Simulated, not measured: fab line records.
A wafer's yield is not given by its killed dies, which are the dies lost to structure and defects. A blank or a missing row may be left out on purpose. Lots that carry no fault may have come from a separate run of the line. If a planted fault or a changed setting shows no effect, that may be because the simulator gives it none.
Which tool did it? -- flow gf180mcu -- 11 lots, 33 wafers sampled, at 5 steps of a route of 602

== WHAT EACH GAUGE READ, for each wafer ==
GF_V1_RS_MEAS_24: measures by four-point-probe.
lot,measured,on,V1_W_RS (ohm/sq)
L828,day 17 20:27,film metro-01,0.328 0.321 0.329
L831,day 18 22:42,film metro-03,0.327 0.328 0.333
L830,day 19 05:48,film metro-04,0.338 0.329 0.329
L833,day 19 21:13,film metro-04,0.330 0.327 0.321
L839,day 22 07:14,film metro-04,0.330 0.331 0.329
L844,day 23 23:43,film metro-04,0.332 0.323 0.324
L845,day 24 08:28,film metro-03,0.324 0.332 0.330
L848,day 25 10:31,film metro-03,0.337 0.336 0.338
L849,day 25 17:34,film metro-03,0.334 0.333 0.334
L850,day 26 01:19,film metro-01,0.329 0.332 0.332
L851,day 26 05:16,film metro-03,0.338 0.331 0.335

GF_M2_RS_MEAS_05: measures by four-point-probe.
lot,measured,on,M2_ALCU_RS (ohm/sq)
L828,day 17 21:10,film metro-04,0.0696 0.0702 0.0693
L831,day 18 23:24,film metro-03,0.0706 0.0695 0.0694
L830,day 19 06:30,film metro-02,0.0705 0.0695 0.0714
L833,day 19 21:58,film metro-04,0.0694 0.0685 0.0692
L839,day 22 07:56,film metro-04,0.0691 0.0683 0.0698 0.0692 0.0682 0.0701
L844,day 24 00:26,film metro-03,0.0711 0.0696 0.0714
L845,day 24 09:11,film metro-03,0.0701 0.0691 0.0697
L848,day 25 11:13,film metro-03,0.0702 0.0702 0.0696
L849,day 25 18:16,film metro-03,0.0675 0.0671 0.0681
L850,day 26 02:13,film metro-03,0.0695 0.0688 0.0688
L851,day 26 06:14,film metro-04,0.0699 0.0706 0.0707

== EACH LOT AND THE TOOL THAT RAN IT (in order: tool; ch and the chambers of the sampled wafers; start) ==
lot,GF_V1_ETCH_16,GF_V1_CMP_26,GF_M2_SPUTTER_00
L828,"rie diel-03 ch 2,3, day 17 19:34","cmp-02 ch 0,1, day 17 20:38","pvd sputter-03, day 17 20:56"
L831,"rie diel-02 ch 0,2,3, day 18 21:49","cmp-02 ch 0,1,3, day 18 22:53","pvd sputter-02, day 18 23:11"
L830,"rie diel-03 ch 1,2,3, day 19 04:55","cmp-01 ch 1,2,3, day 19 06:05","pvd sputter-03, day 19 06:17"
L833,"rie diel-02 ch 0,1,2, day 19 20:18","cmp-01 ch 0,1,3, day 19 21:22","pvd sputter-02, day 19 21:40"
L839,"rie diel-04 ch 0,3, day 22 06:21","cmp-01 ch 0,2, day 22 07:25","pvd sputter-02, day 22 07:43"
L844,"rie diel-02 ch 1,2,3, day 23 22:49","cmp-01 ch 1,2,3, day 23 23:54","pvd sputter-03, day 24 00:12"
L845,"rie diel-02 ch 0,1,2, day 24 07:34","cmp-02 ch 0,1,3, day 24 08:42","pvd sputter-04, day 24 08:57"
L848,"rie diel-04 ch 0,2,3, day 25 09:36","cmp-01 ch 1,2,3, day 25 10:46","pvd sputter-02, day 25 10:58"
L849,"rie diel-02 ch 0,2, day 25 16:34","cmp-02 ch 1,3, day 25 17:47","pvd sputter-04, day 25 18:02"
L850,"rie diel-03 ch 0,2,3, day 26 00:18","cmp-01 ch 1,2,3, day 26 01:43","pvd sputter-02, day 26 01:58"
L851,"rie diel-03 ch 0,2,3, day 26 04:21","cmp-01 ch 0,2, day 26 05:43","pvd sputter-03, day 26 05:58"
- GF_V1_ETCH_16: etches BARC in N2/H2.
- GF_V1_CMP_26: polishes, stops on SiO2, t overpolish 15 s, target thk 0 nm.
- GF_M2_SPUTTER_00: material Ti, target thk 37.5 nm, time 150 s.

== AS READ BY THE TOOLS THEMSELVES (means over the sampled wafers that have a number; for cases with no such wafer, the mark the record gives instead) ==
GF_V1_ETCH_16.
lot,tool,drypump motor current A (A),oes product au (a.u.),throttle valve pct (%)
L828,rie diel-03,6.0,0.853,13.218
L831,rie diel-02,5.6,0.849,13.219
L830,rie diel-03,6.0,0.857,13.219
L833,rie diel-02,5.8,0.857,13.227
L839,rie diel-04,6.2,0.852,13.223
L844,rie diel-02,5.8,0.850,13.223
L845,rie diel-02,5.8,0.853,13.230
L848,rie diel-04,6.3,0.858,13.230
L849,rie diel-02,5.5,0.856,13.219
L850,rie diel-03,6.1,0.853,13.223
L851,rie diel-03,6.2,0.855,13.216

GF_V1_CMP_26.
lot,tool,motor current A (A),overpolish run s (s),platen rpm (rpm),retaining ring pressure frac,time to endpoint s (s)
L828,cmp-02,11.0,15.007,59.97,1.002,84
L831,cmp-02,10.4,15.002,59.95,1.000,84
L830,cmp-01,10.8,15.000,60.01,0.999,81
L833,cmp-01,10.9,15.006,60.01,1.002,80
L839,cmp-01,12.0,14.998,59.99,0.996,74
L844,cmp-01,10.7,15.000,60.00,0.997,78
L845,cmp-02,10.6,15.000,59.98,0.995,85
L848,cmp-01,11.0,14.999,59.96,0.999,82
L849,cmp-02,10.3,14.995,60.02,1.004,83
L850,cmp-01,10.9,15.007,60.00,1.001,81
L851,cmp-01,11.7,15.002,60.03,0.995,80

GF_M2_SPUTTER_00.
lot,tool,throttle valve pct (%)
L828,pvd sputter-03,29.3
L831,pvd sputter-02,30.6
L830,pvd sputter-03,28.9
L833,pvd sputter-02,31.0
L839,pvd sputter-02,30.6
L844,pvd sputter-03,29.4
L845,pvd sputter-04,29.5
L848,pvd sputter-02,31.2
L849,pvd sputter-04,29.4
L850,pvd sputter-02,30.2
L851,pvd sputter-03,28.5

== THE ANSWER, worked out from the rows above alone ==
Rule: what is usual is taken from the lots themselves. The widest of any qualifying gaps counts: lots, ordered by their means at a reading, are off when they make up no more than a third of the lots, leave a main group of 4 or more, and stand apart from it by 3 or more times the standard deviation of that group's means. A main group is skipped when, at the precision printed for the reading in the tables above, its means are all equal. A lot without any number at a reading at which 4 lots or more have one is off too. The other lots that the step has rows for count as sound. After the gauges, taken in route order, come the tools' own readings; for these a lot's mean is taken, as printed above. The first step at which some lot is off is used, and at that step the reading that is off furthest; a lot without a number counts as furthest.
None of the lots is off at any reading shown; this tells nothing.

== WHAT THE SIMULATOR PUT IN ==
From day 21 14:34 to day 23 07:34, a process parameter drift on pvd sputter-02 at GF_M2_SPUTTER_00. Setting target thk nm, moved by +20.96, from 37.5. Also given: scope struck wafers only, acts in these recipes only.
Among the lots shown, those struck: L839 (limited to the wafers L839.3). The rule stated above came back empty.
